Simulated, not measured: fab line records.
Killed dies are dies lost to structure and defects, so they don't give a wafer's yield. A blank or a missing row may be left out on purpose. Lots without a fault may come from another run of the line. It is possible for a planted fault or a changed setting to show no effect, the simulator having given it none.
fab line records -- flow sky130 -- part 2 of 2: steps 27 to 33 of 33
[record] lots = 5, wafers = 15, lastDay = 49
route steps=708 shown VIA4@649 METAL5@661 PASSIVATION@681
lots that met no fault: taken from a fault-free run of the same line
startH: hours from the record's opening day to when the first of the lot's shown wafers began -- waitH: time in hours since the lot's previous step -- " unchanged from the row above -- L1.1+2: one row covering several wafers at once -- - value missing, or start not given -- * or withheld: withheld -- < > ~ a bound
route shown NAME@n: a module of which the file shows steps, and the number in the route of the first -- usual: average and standard deviation across the fault-free wafers -- same: alike in all rows -- chamber/n: place in a boat -- sites: per-site readings -- _std_site: how widely they spread, as a standard deviation -- _edge_site: the outer-site mean with the inner-site mean subtracted -- radiusMm: how far each site lies from the wafer's centre -- mask NAME#n: copy n -- behind: tool/chamber where the wafer was last shaped -- hold: reason for holding the lot/hours on hold/outcome of the hold -- device: the transistor (n, p or np) that didn't switch -- end of line: tests of these same wafers at the route's end -- step lacking rows: just its recipe -- killed: at the first sort, the dies lost to defects and structure; wafer yield is something else -- map: a wafer's dies, marking killed ones x, the rest . and places with no die _
set.NAME: the run value of the setting; set.NAME@STEP: its run value at that earlier step -- model.NAME: the simulator's own value behind a step, which no gauge read
a table for each step, a row for each wafer; lots at some steps of the route
services: from which hour (startH, from the record's first day; less than 0 if before it) a tool's chamber was out of use, for how many hours, and why
[[steps]]
[step SKY_METAL5_DESCUM_14]
[recipe] chemistry = O2, sourcePowerW = 150, biasPowerW = 0, pressureMtorr = 10, tempC = 40, timeS = 11
[usual] chamberPressureMTorr = 10.000/0.0094, drypumpMotorCurrentA = 6.1/0.51, oesProductAu = 0.996/0.009, tempC = 39.98/0.11
[same] biasPowerW = 0, timeS = 11
lot.wafer,tool,chamber,startH,waitH,chamberPressureMTorr,drypumpMotorCurrentA,oesProductAu,rfHoursCounterH,tempC
L076.1,rieMetal-04,1,1030.77,0.1,10.006,6.4,0.997,8,39.92
L076.3,rieMetal-04,1,1030.77,0.1,10.017,6.3,1.001,-,39.86
L076.5,rieMetal-04,1,1030.77,0.1,10.000,6.4,0.990,-,39.94
L080.2,rieMetal-01,0,1058.99,0.1,10.002,5.8,1.009,13,39.98
L080.5,rieMetal-01,0,1058.99,0.1,9.994,5.7,1.006,-,40.03
L080.6,rieMetal-01,1,1058.99,0.1,9.997,5.0,0.990,-,40.05
L082.1,rieMetal-01,0,1072.02,0.1,10.007,5.7,1.011,14,39.81
L082.2,rieMetal-01,1,1072.02,0.1,10.011,5.0,1.001,12,40.02
L082.5,rieMetal-01,0,1072.02,0.1,10.007,5.7,1.006,-,40.12
L090.2,rieMetal-01,0,1121.82,0.1,9.998,5.7,0.998,17,39.67
L090.3,rieMetal-01,0,1121.82,0.1,10.004,5.8,0.999,-,39.98
L090.6,rieMetal-01,0,1121.82,0.1,9.995,5.7,0.993,-,39.90
L092.1,rieMetal-02,0,1138.46,0.1,10.012,6.6,0.988,20,40.01
L092.2,rieMetal-02,1,1138.46,0.1,10.019,6.6,0.994,16,40.03
L092.3,rieMetal-02,1,1138.46,0.1,10.006,6.6,0.994,-,39.86
[step SKY_METAL5_METAL_ETCH_15]
[recipe] targetDepthA = 12600, stopOn = SiO2, overEtchFrac = 0.2, timeS = 252, chemistry = Cl2/BCl3, resistSidewallDeg = 86, pressureMtorr = 10, icpW = 900, biasW = 48.5, Cl2_flow_sccm = 60, bcl3FlowSccm = 30
[usual] chamberPressureMTorr = 10.000/0.0083, drypumpMotorCurrentA = 6.1/0.51, oesProductAu = 0.894/0.0047, throttleValvePct = 22.263/0.0094
[same] timeS = 252
lot.wafer,tool,chamber,startH,waitH,chamberPressureMTorr,drypumpMotorCurrentA,oesProductAu,rfHoursCounterH,throttleValvePct
L076.1,rieMetal-04,1,1030.81,0.0,10.000,6.4,0.902,8,22.275
L076.3,rieMetal-04,1,1030.81,0.0,9.995,6.3,0.889,-,22.268
L076.5,rieMetal-04,1,1030.81,0.0,9.999,6.4,0.889,-,22.268
L080.2,rieMetal-01,0,1059.02,0.0,9.996,5.7,0.888,13,22.269
L080.5,rieMetal-01,0,1059.02,0.0,9.991,5.7,0.897,-,22.257
L080.6,rieMetal-01,1,1059.02,0.0,10.015,5.0,0.890,-,22.268
L082.1,rieMetal-01,0,1072.06,0.0,9.985,5.7,0.896,14,22.271
L082.2,rieMetal-01,1,1072.06,0.0,10.007,5.0,0.901,12,22.253
L082.5,rieMetal-01,0,1072.06,0.0,9.988,5.7,0.890,-,22.250
L090.2,rieMetal-01,0,1121.86,0.0,10.005,5.7,0.889,17,22.244
L090.3,rieMetal-01,0,1121.86,0.0,10.010,5.7,0.899,-,22.258
L090.6,rieMetal-01,0,1121.86,0.0,9.991,5.7,0.883,-,22.264
L092.1,rieMetal-02,0,1138.49,0.0,9.996,6.6,0.891,20,22.266
L092.2,rieMetal-02,1,1138.49,0.0,9.993,6.5,0.892,16,22.261
L092.3,rieMetal-02,1,1138.49,0.0,10.000,6.5,0.898,-,22.267
[step SKY_METAL5_STRIP_16]
[recipe] chemistry = O2/N2, powerW = 1400, pressureMtorr = 1500, platenTempC = withheld, o2FlowSccm = 3000, n2FlowSccm = 300, overashFraction = 0.5
[usual] chamberPressureMTorr = 1500.0/1.5, drypumpMotorCurrentA = 6.0/0.56, n2FlowSccm = 300.1/0.89, oesProductAu = 0.712/0.0045, stripTimeToEndpointS = 13.13/0.13
lot.wafer,tool,chamber,startH,waitH,chamberPressureMTorr,drypumpMotorCurrentA,n2FlowSccm,oesProductAu,rfHoursCounterH,stripTimeToEndpointS
L076.1,plasmaAsher-04,0,1031.04,0.2,1499.4,6.5,301.3,0.710,89,13.12
L076.3,plasmaAsher-04,1,1031.04,0.2,1500.3,5.4,300.1,0.715,-,12.96
L076.5,plasmaAsher-04,0,1031.04,0.2,1501.3,6.5,299.1,0.709,-,13.06
L080.2,plasmaAsher-02,1,1059.26,0.2,1502.7,6.6,301.4,0.709,58,13.03
L080.5,plasmaAsher-02,1,1059.26,0.2,1498.4,6.5,300.2,0.710,-,13.04
L080.6,plasmaAsher-02,0,1059.26,0.2,1498.7,5.2,300.3,0.712,-,13.12
L082.1,plasmaAsher-02,0,1072.29,0.2,1499.0,5.2,300.0,0.718,60,12.87
L082.2,plasmaAsher-02,1,1072.29,0.2,1500.7,6.6,300.6,0.720,60,13.06
L082.5,plasmaAsher-02,0,1072.29,0.2,1501.3,5.2,300.3,0.711,-,12.95
L090.2,plasmaAsher-04,0,1122.09,0.2,1499.5,6.5,300.5,0.717,99,12.86
L090.3,plasmaAsher-04,1,1122.09,0.2,1498.6,5.4,300.2,0.715,-,12.86
L090.6,plasmaAsher-04,0,1122.09,0.2,1501.5,6.5,301.1,0.718,-,12.96
L092.1,plasmaAsher-04,0,1138.72,0.2,1500.7,6.5,299.9,0.717,100,13.13
L092.2,plasmaAsher-04,1,1138.72,0.2,1497.3,5.3,301.5,0.712,100,13.19
L092.3,plasmaAsher-04,1,1138.72,0.2,1502.0,5.3,300.0,0.714,-,13.15
[step SKY_METAL5_STRIP_17]
[recipe] chemistry = postEtchResidueRemover, timeS = 1200, tempC = 72.5
[usual] tempC = 72.53/0.12
[same] timeS = 1200
lot.wafer,tool,chamber,startH,waitH,tempC
L076.1,wetBench-04,0,1031.14,0.1,72.49
L076.3,wetBench-04,0,1031.14,0.1,72.66
L076.5,wetBench-04,0,1031.14,0.1,72.58
L080.2,wetBench-03,1,1059.36,0.1,72.64
L080.5,wetBench-03,1,1059.36,0.1,72.65
L080.6,wetBench-03,1,1059.36,0.1,72.44
L082.1,wetBench-04,0,1072.39,0.1,72.53
L082.2,wetBench-04,0,1072.39,0.1,72.72
L082.5,wetBench-04,0,1072.39,0.1,72.44
L090.2,wetBench-02,0,1122.19,0.1,72.52
L090.3,wetBench-02,0,1122.19,0.1,72.42
L090.6,wetBench-02,0,1122.19,0.1,72.64
L092.1,wetBench-04,0,1138.82,0.1,72.48
L092.2,wetBench-04,0,1138.82,0.1,72.57
L092.3,wetBench-04,0,1138.82,0.1,72.44
[step SKY_METAL5_CLEAN_18]
[recipe] chemistry = IPA, timeS = 180, tempC = 25
[usual] tempC = 24.99/0.1
[same] timeS = 180
lot.wafer,tool,chamber,startH,waitH,tempC
L076.1,wetBench-02,3,1031.48,0.0,24.97
L076.3,wetBench-02,3,1031.48,0.0,25.06
L076.5,wetBench-02,3,1031.48,0.0,24.92
L080.2,wetBench-02,0,1059.70,0.0,24.96
L080.5,wetBench-02,0,1059.70,0.0,25.08
L080.6,wetBench-02,0,1059.70,0.0,25.11
L082.1,wetBench-03,2,1072.73,0.0,24.90
L082.2,wetBench-03,2,1072.73,0.0,24.86
L082.5,wetBench-03,2,1072.73,0.0,25.09
L090.2,wetBench-04,0,1122.57,0.0,24.84
L090.3,wetBench-04,0,1122.57,0.0,24.96
L090.6,wetBench-04,0,1122.57,0.0,24.84
L092.1,wetBench-04,3,1139.17,0.0,25.09
L092.2,wetBench-04,3,1139.17,0.0,24.95
L092.3,wetBench-04,3,1139.17,0.0,25.07
[step SKY_METAL5_CLEAN_19]
[recipe] chemistry = O3/DIW, dry = n2Spin
lot.wafer,tool,chamber,startH,waitH
L076.1+3+5,wetBench-03,1,1031.54,0.0
L080.2+5+6,wetBench-04,3,1059.76,0.0
L082.1+2+5,wetBench-04,1,1072.79,0.0
L090.2+3+6,wetBench-03,2,1122.63,0.0
L092.1+2+3,wetBench-04,3,1139.22,0.0
[step SKY_PASSIVATION_CVD_00]
[recipe] material = SiO2, targetThkNm = 90, tempC = 400, timeS = withheld, rfW = 600
[usual] heaterPowerW = 646/83
lot.wafer,tool,chamber,startH,waitH,heaterPowerW
L076.1,pecvd-04,2,1031.63,0.0,797
L076.3,pecvd-04,0,1031.63,0.0,623
L076.5,pecvd-04,1,1031.63,0.0,528
L080.2,pecvd-02,1,1059.86,0.0,764
L080.5,pecvd-02,0,1059.86,0.0,629
L080.6,pecvd-02,1,1059.86,0.0,752
L082.1,pecvd-04,2,1072.88,0.0,764
L082.2,pecvd-04,1,1072.88,0.0,567
L082.5,pecvd-04,2,1072.88,0.0,770
L090.2,pecvd-04,1,1122.72,0.0,522
L090.3,pecvd-04,2,1122.72,0.0,733
L090.6,pecvd-04,1,1122.72,0.0,528
L092.1,pecvd-02,2,1139.32,0.0,658
L092.2,pecvd-02,0,1139.32,0.0,585
L092.3,pecvd-02,1,1139.32,0.0,800
[[services]]
tool,chamber,startH,hours,kind
pecvd-04,-,985.49,0.8,repair
cvdW-01,-,990.80,6.0,pm
wetBench-02,-,995.87,1.1,repair
ilineStepper-02,-,1000.82,1.7,pm
wetBench-01,-,1016.31,1.9,pm
ilineStepper-02,-,1023.41,2.0,repair
rieDiel-04,1,1039.30,4.3,repair
wetBench-01,-,1050.46,6.2,repair
plasmaAsher-03,-,1055.25,9.0,pm
rieDiel-04,2,1060.72,6.0,repair
pvdSputter-01,-,1067.36,2.2,repair
ilineStepper-02,-,1074.89,6.1,repair
pecvd-04,-,1077.93,0.9,repair
plasmaAsher-03,-,1077.99,15.6,pm
cmp-02,-,1084.17,4.0,pm
rieDiel-04,1,1085.85,9.9,repair
cmp-02,-,1090.48,4.8,pm
rieMetal-01,-,1093.02,2.8,pm
ilineStepper-02,-,1094.10,2.1,repair
rieDiel-04,-,1103.65,0.3,repair
plasmaAsher-03,-,1112.41,1.4,repair
pvdSputter-02,-,1124.34,0.6,repair
rieDiel-04,3,1129.79,11.0,repair
pecvd-04,2,1137.66,5.6,repair
